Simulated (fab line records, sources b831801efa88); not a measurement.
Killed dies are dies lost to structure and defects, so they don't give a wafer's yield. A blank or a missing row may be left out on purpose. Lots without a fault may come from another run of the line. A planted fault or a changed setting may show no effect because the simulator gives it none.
Which tool did it? | flow gf180mcu | 14 lots, 42 wafers sampled, at 3 steps of a route of 602

WHAT THE GAUGES READ, wafer by wafer
GF_DUAL_GATE_OVL_MEAS_11. Usual: DUAL_GATE_OVL 0.5 nm, standard deviation 1.5.
lot  | measured     | on         | DUAL_GATE_OVL (nm) | flag
L812 | day 8 10:25  | overlay-01 | 1.8 1.7 2.4        |
L813 | day 8 13:35  | overlay-02 | 0.7 0.0 4.0        |
L815 | day 9 12:43  | overlay-01 | -1.9 0.9 0.5       |
L816 | day 9 16:28  | overlay-02 | -1.0 -1.3 -0.6     |
L818 | day 10 06:25 | overlay-02 | 1.8 2.1 0.3        |
L819 | day 10 10:34 | overlay-02 | 0.0 0.7 -0.4       |
L820 | day 10 18:06 | overlay-02 | -2.3 -0.7 -1.0     |
L822 | day 11 04:03 | overlay-01 | 1.4 1.8 1.0        |
L823 | day 11 12:37 | overlay-02 | 0.2 1.1 -1.4       |
L824 | day 11 16:19 | overlay-01 | 3.2 2.7 1.9        |
L826 | day 12 08:46 | overlay-01 | -0.2 1.2 0.5       |
L831 | day 13 17:27 | overlay-02 | -0.1 -0.7 0.1      |
L833 | day 14 10:27 | overlay-02 | -1.5 -0.7 -0.7     |
L835 | day 14 22:09 | overlay-01 | 0.8 -0.2 -0.4      |

GF_POLY_GATE_THK_MEAS_17. Usual: POLY_GATE_OXIDATION_THK 4.01 nm, standard deviation 0.084.
lot  | measured     | on            | POLY_GATE_OXIDATION_THK (nm) | flag
L812 | day 9 08:41  | film_metro-03 | 4.01 3.92 4.00               |
L813 | day 9 11:57  | film_metro-01 | 3.98 4.07 3.92               |
L815 | day 10 11:15 | film_metro-01 | 4.29 4.22 4.21               |
L816 | day 10 16:05 | film_metro-02 | 3.95 4.07 4.02               |
L818 | day 11 05:20 | film_metro-01 | 4.19 4.05 4.16               |
L819 | day 11 09:39 | film_metro-01 | 3.93 3.87 3.87               |
L820 | day 11 17:46 | film_metro-02 | 4.02 3.99 4.05               |
L822 | day 12 04:18 | film_metro-02 | 3.91 3.93 3.93               |
L823 | day 12 18:49 | film_metro-02 | 3.96 3.97 3.90               |
L824 | day 12 20:37 | film_metro-03 | 4.05 4.09 4.03               |
L826 | day 13 09:26 | film_metro-03 | 3.91 3.95 3.93               |
L831 | day 14 20:01 | film_metro-01 | 4.16 4.09 3.98               |
L833 | day 15 13:43 | film_metro-02 | 4.03 3.96 3.97               |
L835 | day 16 01:04 | film_metro-01 | 4.07 4.09 4.14               |

GF_HV_LDD_CD_MEAS_19: target cd 400 nm. Usual: cd_nm 400.4 nm, standard deviation 2.
lot  | measured     | on        | cd_nm (nm)        | flag
L812 | day 10 20:31 | cd_sem-01 | 401.6 402.6 400.7 |
L813 | day 10 23:13 | cd_sem-01 | 400.7 397.7 400.4 |
L815 | day 12 00:10 | cd_sem-01 | 403.4 403.1 402.8 |
L816 | day 12 06:00 | cd_sem-02 | 401.0 401.3 400.4 |
L818 | day 12 18:56 | cd_sem-02 | 400.4 398.4 398.9 |
L819 | day 13 00:03 | cd_sem-02 | 401.8 401.2 401.0 |
L820 | day 13 08:48 | cd_sem-01 | 399.1 400.6 399.6 |
L822 | day 13 21:09 | cd_sem-01 | 397.4 396.8 395.8 |
L823 | day 14 11:04 | cd_sem-01 | 397.0 397.2 398.6 |
L824 | day 14 13:27 | cd_sem-02 | 398.6 397.9 402.0 |
L826 | day 15 03:07 | cd_sem-02 | 399.0 400.8 400.2 |
L831 | day 16 15:33 | cd_sem-01 | 399.8 397.1 398.5 |
L833 | day 17 10:00 | cd_sem-01 | 399.9 396.3 398.6 |
L835 | day 17 22:36 | cd_sem-02 | 399.2 401.2 399.2 |

WHICH TOOL RAN EACH LOT (tool, then ch and the chambers of the sampled wafers, then the start)
The record holds no process step before these readings.

WHAT THE TOOLS THEMSELVES READ (means of the sampled wafers that have a number; where no wafer has one, the mark that the record gives instead)
The record holds no such reading with a usual standard deviation.

THE ANSWER, worked out from the rows above alone
Rule: a lot is off if the mean of its wafers that have a number lies more than 3 standard deviations from the usual mean. A lot without any number at a reading at which 4 lots or more have one is off too. The other lots that the step has rows for count as sound. The gauges are gone through in route order, then the tools' own readings, and for those a lot's mean is taken as printed above. The first step at which some lot is off is used, and at that step the reading that is off furthest; a lot without a number counts as furthest.
No lot is off at any reading shown: from this, nothing can be told.

WHAT THE SIMULATOR HAD PUT IN
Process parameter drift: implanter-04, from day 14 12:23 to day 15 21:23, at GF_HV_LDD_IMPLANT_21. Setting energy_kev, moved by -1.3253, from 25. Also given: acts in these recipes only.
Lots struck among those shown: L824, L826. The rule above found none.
